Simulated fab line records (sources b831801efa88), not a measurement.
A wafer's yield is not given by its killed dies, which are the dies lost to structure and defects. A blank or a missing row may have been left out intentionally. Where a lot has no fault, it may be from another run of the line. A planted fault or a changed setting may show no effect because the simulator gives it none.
Which of the tools did it? + flow gf180mcu + 7 lots, 21 wafers sampled, at 2 steps of a route of 602

## WHAT THE GAUGES READ, wafer by wafer
GF_MVSD_OVL_MEAS_07.
| lot  | measured    | on         | MVSD_OVL (nm)     |
|------|-------------|------------|-------------------|
| L731 | day 4 18:35 | overlay-01 | 0.4 1.5 0.8       |
| L733 | day 5 03:44 | overlay-02 | -2.9 -2.3 -2.6    |
| L738 | day 6 06:43 | overlay-01 | -3.2 -2.7 -2.1    |
| L740 | day 6 21:04 | overlay-01 | -0.3 -1.6 0.1     |
| L743 | day 7 12:49 | overlay-01 | 239.6 242.2 238.3 |
| L751 | day 9 20:13 | overlay-02 | -1.4 -2.7 -3.1    |
| L753 | day 9 23:28 | overlay-01 | 1.1 1.2 0.0       |

## WHAT TOOL EACH LOT RAN ON (gives the tool, then ch and the chambers of the sampled wafers, and finally the start)
| lot  | GF_MVSD_EXPOSE_04                 |
|------|-----------------------------------|
| L731 | ilineStepper-02 ch 0, day 4 12:26 |
| L733 | ilineStepper-01 ch 0, day 4 21:02 |
| L738 | ilineStepper-01 ch 0, day 6 00:17 |
| L740 | ilineStepper-01 ch 0, day 6 13:39 |
| L743 | ilineStepper-01 ch 0, day 7 04:41 |
| L751 | ilineStepper-02 ch 0, day 9 11:07 |
| L753 | ilineStepper-02 ch 0, day 9 15:09 |
- GF_MVSD_EXPOSE_04: exposes mask MVSD, target cd 1000 nm.

## THE ANSWER, worked out from the rows above alone
Rule: the lots themselves supply what counts as usual. The widest of any qualifying gaps counts: lots, ordered by their means at a reading, are off when they make up no more than a third of the lots, leave a main group of 4 or more, and stand apart from it by 3 or more times the standard deviation of that group's means. The tables above print the reading to a certain number of digits; a main group whose means all agree to those digits is not used. A lot without any number at a reading at which 4 lots or more have one is off too. Any other lot the step has rows for is counted as sound.
Off: at GF_MVSD_OVL_MEAS_07 (MVSD_OVL), L743. Mean -1.1 nm and standard deviation 1.5 in the main group.
A tool fits if, at a process step before that reading, it ran every lot that is off, and no sound lot after the first of them. The gauges at GF_MVSD_OVL_MEAS_07 are tried like those tools. One fits: GF_MVSD_EXPOSE_04 on ilineStepper-01. A fault onset in the window from L740 (day 6 13:39, its last sound lot) to L743 (day 7 04:41, its first lot off) fits.

## WHAT WAS PUT IN BY THE SIMULATOR
Scanner matching overlay: ilineStepper-01, from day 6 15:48 on, at GF_MVSD_EXPOSE_04. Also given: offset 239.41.
Shown lots that were struck: L743. This agrees with what the rule above found.
